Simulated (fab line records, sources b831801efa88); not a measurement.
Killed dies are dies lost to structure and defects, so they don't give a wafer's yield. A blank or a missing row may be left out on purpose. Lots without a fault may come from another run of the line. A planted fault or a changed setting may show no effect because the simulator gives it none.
Which tool did it? | flow gf180mcu | 11 lots, 33 wafers sampled, at 6 steps of a route of 602

WHAT THE GAUGES READ, wafer by wafer
GF_M4_RS_MEAS_05: measures by four-point-probe.
lot  | measured     | on            | M4_ALCU_RS (ohm/sq)
L913 | day 22 22:44 | film_metro-03 | 0.0685 0.0702 0.0674
L914 | day 23 03:52 | film_metro-02 | 0.0693 0.0693 0.0697
L915 | day 23 16:57 | film_metro-02 | 0.0701 0.0687 0.0686
L916 | day 24 07:15 | film_metro-03 | 0.0676 0.0683 0.0679
L917 | day 24 08:20 | film_metro-03 | 0.0686 0.0693 0.0693
L922 | day 26 00:08 | film_metro-03 | 0.0632 0.0631 0.0638 0.0633 0.0630 0.0638
L924 | day 26 15:26 | film_metro-02 | 0.0637 0.0636 0.0637 0.0638 0.0637 0.0636
L928 | day 28 00:13 | film_metro-03 | 0.0683 0.0689 0.0698
L931 | day 28 22:15 | film_metro-02 | 0.0692 0.0701 0.0696
L934 | day 29 16:45 | film_metro-02 | 0.0684 0.0686 0.0699
L936 | day 30 11:23 | film_metro-02 | 0.0688 0.0679 0.0690

GF_M4_THK_MEAS_06: measures by xrf.
lot  | measured     | on            | M4_ALCU_THK (nm)
L913 | day 22 22:50 | film_metro-03 | 449 438 452
L914 | day 23 03:59 | film_metro-02 | 447 444 444
L915 | day 23 17:04 | film_metro-02 | 441 449 450
L916 | day 24 07:22 | film_metro-03 | 452 450 455
L917 | day 24 08:26 | film_metro-03 | 449 445 444
L922 | day 26 04:07 | film_metro-03 | 490 487 483 486 489 484
L924 | day 26 17:10 | film_metro-02 | 484 485 484 482 484 484
L928 | day 28 00:19 | film_metro-03 | 449 445 444
L931 | day 28 22:22 | film_metro-02 | 449 442 447
L934 | day 29 16:51 | film_metro-02 | 455 455 446
L936 | day 30 11:31 | film_metro-02 | 451 455 446

WHICH TOOL RAN EACH LOT (tool, then ch and the chambers of the sampled wafers, then the start)
lot  | GF_M4_SPUTTER_00             | GF_M4_SPUTTER_02             | GF_M4_SPUTTER_03             | GF_M4_SPUTTER_04
L913 | pvd_sputter-03, day 22 22:29 | pvd_sputter-03, day 22 22:37 | pvd_sputter-03, day 22 22:39 | pvd_sputter-03, day 22 22:40
L914 | pvd_sputter-02, day 23 03:38 | pvd_sputter-02, day 23 03:46 | pvd_sputter-02, day 23 03:47 | pvd_sputter-02, day 23 03:49
L915 | pvd_sputter-03, day 23 16:44 | pvd_sputter-03, day 23 16:52 | pvd_sputter-03, day 23 16:53 | pvd_sputter-03, day 23 16:55
L916 | pvd_sputter-04, day 24 07:02 | pvd_sputter-04, day 24 07:10 | pvd_sputter-04, day 24 07:11 | pvd_sputter-04, day 24 07:13
L917 | pvd_sputter-03, day 24 08:05 | pvd_sputter-03, day 24 08:13 | pvd_sputter-03, day 24 08:15 | pvd_sputter-03, day 24 08:16
L922 | pvd_sputter-03, day 25 23:52 | pvd_sputter-03, day 26 00:00 | pvd_sputter-03, day 26 00:02 | pvd_sputter-03, day 26 00:04
L924 | pvd_sputter-03, day 26 15:12 | pvd_sputter-03, day 26 15:20 | pvd_sputter-03, day 26 15:22 | pvd_sputter-03, day 26 15:23
L928 | pvd_sputter-02, day 27 23:57 | pvd_sputter-02, day 28 00:05 | pvd_sputter-02, day 28 00:07 | pvd_sputter-02, day 28 00:08
L931 | pvd_sputter-02, day 28 22:02 | pvd_sputter-02, day 28 22:10 | pvd_sputter-02, day 28 22:11 | pvd_sputter-02, day 28 22:13
L934 | pvd_sputter-04, day 29 16:16 | pvd_sputter-04, day 29 16:32 | pvd_sputter-04, day 29 16:35 | pvd_sputter-04, day 29 16:38
L936 | pvd_sputter-03, day 30 11:10 | pvd_sputter-03, day 30 11:18 | pvd_sputter-03, day 30 11:20 | pvd_sputter-03, day 30 11:22
- GF_M4_SPUTTER_00: material Ti, target thk 37.5 nm, time 150 s.
- GF_M4_SPUTTER_02: material AlCu, target thk 450 nm, time 23.9 s.
- GF_M4_SPUTTER_03: material Ti, target thk 10 nm, time 6.7 s.
- GF_M4_SPUTTER_04: material TiN, target thk 50 nm, time 41.7 s.

WHAT THE TOOLS THEMSELVES READ (means of the sampled wafers that have a number; where no wafer has one, the mark that the record gives instead)
GF_M4_SPUTTER_00.
lot  | tool           | throttle_valve_pct (%)
L913 | pvd_sputter-03 | 30.7
L914 | pvd_sputter-02 | 30.6
L915 | pvd_sputter-03 | 31.2
L916 | pvd_sputter-04 | 29.4
L917 | pvd_sputter-03 | 30.7
L922 | pvd_sputter-03 | 29.8
L924 | pvd_sputter-03 | 30.2
L928 | pvd_sputter-02 | 29.0
L931 | pvd_sputter-02 | 29.4
L934 | pvd_sputter-04 | 29.6
L936 | pvd_sputter-03 | 31.0

GF_M4_SPUTTER_02.
lot  | tool           | throttle_valve_pct (%)
L913 | pvd_sputter-03 | 30.8
L914 | pvd_sputter-02 | 30.4
L915 | pvd_sputter-03 | 31.2
L916 | pvd_sputter-04 | 29.2
L917 | pvd_sputter-03 | 30.5
L922 | pvd_sputter-03 | 30.1
L924 | pvd_sputter-03 | 30.3
L928 | pvd_sputter-02 | 28.9
L931 | pvd_sputter-02 | 29.4
L934 | pvd_sputter-04 | 29.3
L936 | pvd_sputter-03 | 31.0

GF_M4_SPUTTER_03.
lot  | tool           | throttle_valve_pct (%)
L913 | pvd_sputter-03 | 30.6
L914 | pvd_sputter-02 | 30.5
L915 | pvd_sputter-03 | 31.3
L916 | pvd_sputter-04 | 29.3
L917 | pvd_sputter-03 | 30.5
L922 | pvd_sputter-03 | 30.0
L924 | pvd_sputter-03 | 30.1
L928 | pvd_sputter-02 | 29.0
L931 | pvd_sputter-02 | 29.4
L934 | pvd_sputter-04 | 29.4
L936 | pvd_sputter-03 | 31.0

GF_M4_SPUTTER_04.
lot  | tool           | throttle_valve_pct (%)
L913 | pvd_sputter-03 | 30.9
L914 | pvd_sputter-02 | 30.6
L915 | pvd_sputter-03 | 31.2
L916 | pvd_sputter-04 | 29.4
L917 | pvd_sputter-03 | 30.5
L922 | pvd_sputter-03 | 29.9
L924 | pvd_sputter-03 | 30.1
L928 | pvd_sputter-02 | 29.1
L931 | pvd_sputter-02 | 29.6
L934 | pvd_sputter-04 | 29.3
L936 | pvd_sputter-03 | 31.0

THE ANSWER, worked out from the rows above alone
Rule: what is usual is taken from the lots themselves. Put in order of their means at a reading, lots are off if they are a third of the lots or fewer, leave a main group of 4 or more, and stand apart from it by a gap of 3 or more times the standard deviation of the main group's means; of several such gaps the widest counts. A main group whose means are all the same, to the digits that the tables above print for the reading, isn't used. A lot without any number at a reading at which 4 lots or more have one is off too. The other lots that the step has rows for count as sound. The gauges are gone through in route order, then the tools' own readings, and for those a lot's mean is taken as printed above. The first step at which some lot is off is used, and at that step the reading that is off furthest; a lot without a number counts as furthest.
Off: L922, L924, at GF_M4_RS_MEAS_05 (M4_ALCU_RS). The main group: mean 0.0689 ohm/sq, standard deviation 0.00047.
A tool fits if, at a process step before that reading, it ran every lot that is off, and no sound lot after the first of them. The gauges at GF_M4_RS_MEAS_05 are tried like those tools. None of those tried fits.

WHAT THE SIMULATOR HAD PUT IN
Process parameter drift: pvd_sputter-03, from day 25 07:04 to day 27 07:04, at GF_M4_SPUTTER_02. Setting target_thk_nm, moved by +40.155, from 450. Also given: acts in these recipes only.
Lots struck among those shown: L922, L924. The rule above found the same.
